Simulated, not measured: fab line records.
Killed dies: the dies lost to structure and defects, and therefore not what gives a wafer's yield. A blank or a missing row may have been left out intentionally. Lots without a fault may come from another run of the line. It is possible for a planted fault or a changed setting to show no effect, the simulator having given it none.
A lot that was struck, set against a sound lot -- flow sky130 -- 44 steps out of a route of 708
Sound: these wafers, L705.4, L705.5, L705.6. Wafers L704.2, L704.3, L704.6 were the ones struck. Last of all comes the cause.
At each step with rows: each side's tool, then ch and its chambers, then its first start. Under that, the readings that differ: sound wafers -- struck wafers -- difference of the means -- sigmas: that difference in standard deviations of wafers without a fault.
alike: same words and numbers on both sides, and readings whose means sit less than 2 such deviations apart. not compared: any withheld reading, any reading some wafer has no value for, any bound like >300 that may hide the same value, and any number with overlapping values for which the record gives no deviation.
Wherever a step has rows on one side only, a row that says differs or no value, or a row with sigmas, the two part there. Numbers that have no deviation but don't overlap get no sigmas and don't part them. Lack of a reading on every wafer of one side parts them only where that side has two or more wafers.

first, 8 steps without rows for these wafers: SKY_LDD_N_IMPLANT_08; SKY_LDD_N_IMPLANT_09; SKY_LDD_N_IMPLANT_10; SKY_LDD_N_IMPLANT_11; SKY_LDD_N_IMPLANT_12; SKY_LDD_N_IMPLANT_13; SKY_LDD_N_IMPLANT_14; SKY_LDD_N_IMPLANT_15.
SKY_LDD_N_STRIP_16: strips in O2/N2.
  sound on plasmaAsher-03 ch 0,1, day 24 12:29; struck on plasmaAsher-01 ch 0,1, day 24 05:49
  alike: drypumpMotorCurrentA, oesProductAu, stripTimeToEndpointS
  not compared: rfHoursCounterH
SKY_LDD_N_TW_MEAS_17:
  sound on filmMetro-03, day 24 12:35; struck on filmMetro-03, day 24 05:56
  alike: LDD_N_TW
then, 2 steps without rows for these wafers: SKY_LDD_P_DEHYDRATE_00 (time 60 s); SKY_LDD_P_HMDS_01 (prime time 60 s).
SKY_LDD_P_COAT_02: resist thk 1140 nm.
  struck on lithoTrack-01, day 24 20:10; sound on lithoTrack-01 ch 0, day 25 02:34
  no value came back on the struck wafers for chillPlateTempC (C), dispensePressureKPa (kPa); on the sound wafers chillPlateTempC (C) reads 22.96 23.01 22.88
then, 4 steps without rows for these wafers: SKY_LDD_P_SOFTBAKE_03 (time 60 s); SKY_LDD_P_EXPOSE_04 (exposes mask PSDM, target cd 380 nm); SKY_LDD_P_PEB_05; SKY_LDD_P_DEVELOP_06 (develop time 60 s).
SKY_LDD_P_CD_MEAS_07: the cd target is 380 nm.
  sound on cdSem-02, day 25 17:18; struck on cdSem-02, day 25 11:10
reading,sound,struck,difference,sigmas
cdNm (nm),379.4 375.8 379.7,- - -,no value on the struck wafers,
SKY_LDD_P_OVL_MEAS_08:
  sound on overlay-01, day 25 17:23; struck on overlay-02, day 25 11:17
reading,sound,struck,difference,sigmas
LDD_P_OVL (nm),0.9 1.6 0.4,- - -,no value on the struck wafers,
after that, 1 step had no rows for these wafers: SKY_LDD_P_IMPLANT_09.
SKY_LDD_P_STRIP_10: strips in O2/N2.
  sound on plasmaAsher-04 ch 0,1, day 25 17:35; struck on plasmaAsher-03 ch 0,1, day 25 11:28
  no value came back on the struck wafers for oesProductAu (a.u.), stripTimeToEndpointS (s); on the sound wafers oesProductAu (a.u.) reads 0.719 0.721 0.721
  alike: drypumpMotorCurrentA
  not compared: rfHoursCounterH
SKY_LDD_P_TW_MEAS_11:
  sound on filmMetro-01, day 25 17:40; struck on filmMetro-03, day 25 11:34
  alike: LDD_P_TW
then, 7 steps without rows for these wafers: SKY_LDD_HVN_DEHYDRATE_00 (time 60 s); SKY_LDD_HVN_HMDS_01 (prime time 60 s); SKY_LDD_HVN_COAT_02 (resist thk 300 nm); SKY_LDD_HVN_SOFTBAKE_03 (time 60 s); SKY_LDD_HVN_EXPOSE_04 (exposes mask HVNTM, target cd 700 nm); SKY_LDD_HVN_PEB_05; SKY_LDD_HVN_DEVELOP_06 (develop time 60 s).
SKY_LDD_HVN_OVL_MEAS_07:
  sound on overlay-02, day 26 21:58; struck on overlay-02, day 26 16:08
  alike: LDD_HVN_OVL
after that, 1 step had no rows for these wafers: SKY_LDD_HVN_IMPLANT_08.
SKY_LDD_HVN_STRIP_09: strips in O2/N2.
  sound on plasmaAsher-03 ch 0,1, day 26 22:10; struck on plasmaAsher-01 ch 0,1, day 26 16:19
reading,sound,struck,difference,sigmas
stripTimeToEndpointS (s),4.107 4.130 4.118,4.177 4.158 4.165,+0.048,+3
  alike: drypumpMotorCurrentA, oesProductAu
  not compared: rfHoursCounterH
SKY_LDD_HVN_TW_MEAS_10:
  sound on filmMetro-02, day 26 22:16; struck on filmMetro-04, day 26 16:25
reading,sound,struck,difference,sigmas
LDD_HVN_TW,1441 1441 1445,1459 1466 1462,+20,+2
then, 7 steps without rows for these wafers: SKY_LDD_HVP_DEHYDRATE_00 (time 60 s); SKY_LDD_HVP_HMDS_01 (prime time 60 s); SKY_LDD_HVP_COAT_02 (resist thk 300 nm); SKY_LDD_HVP_SOFTBAKE_03 (time 60 s); SKY_LDD_HVP_EXPOSE_04 (exposes mask HVPTM, target cd 700 nm); SKY_LDD_HVP_PEB_05; SKY_LDD_HVP_DEVELOP_06 (develop time 60 s).
SKY_LDD_HVP_OVL_MEAS_07:
  sound on overlay-02, day 28 02:13; struck on overlay-01, day 27 20:49
  alike: LDD_HVP_OVL
after that, 1 step had no rows for these wafers: SKY_LDD_HVP_IMPLANT_08.
SKY_LDD_HVP_TW_MEAS_10:
  sound on filmMetro-04, day 28 02:31; struck on filmMetro-04, day 27 21:06
reading,sound,struck,difference,sigmas
LDD_HVP_TW,451 451 450,692 694 694,+243,+71
SKY_LDD_LDN_TW_MEAS_13:
  sound on filmMetro-01, day 29 07:03; struck on filmMetro-01, day 29 05:28
reading,sound,struck,difference,sigmas
LDD_LDN_TW,1470 1477 1481,1504 1503 1507,+29,+3

== WHERE THEY PART ==
At SKY_LDD_P_COAT_02 first; at SKY_LDD_LDN_TW_MEAS_13 last (within this record only).

WHY: the cause the simulator had injected
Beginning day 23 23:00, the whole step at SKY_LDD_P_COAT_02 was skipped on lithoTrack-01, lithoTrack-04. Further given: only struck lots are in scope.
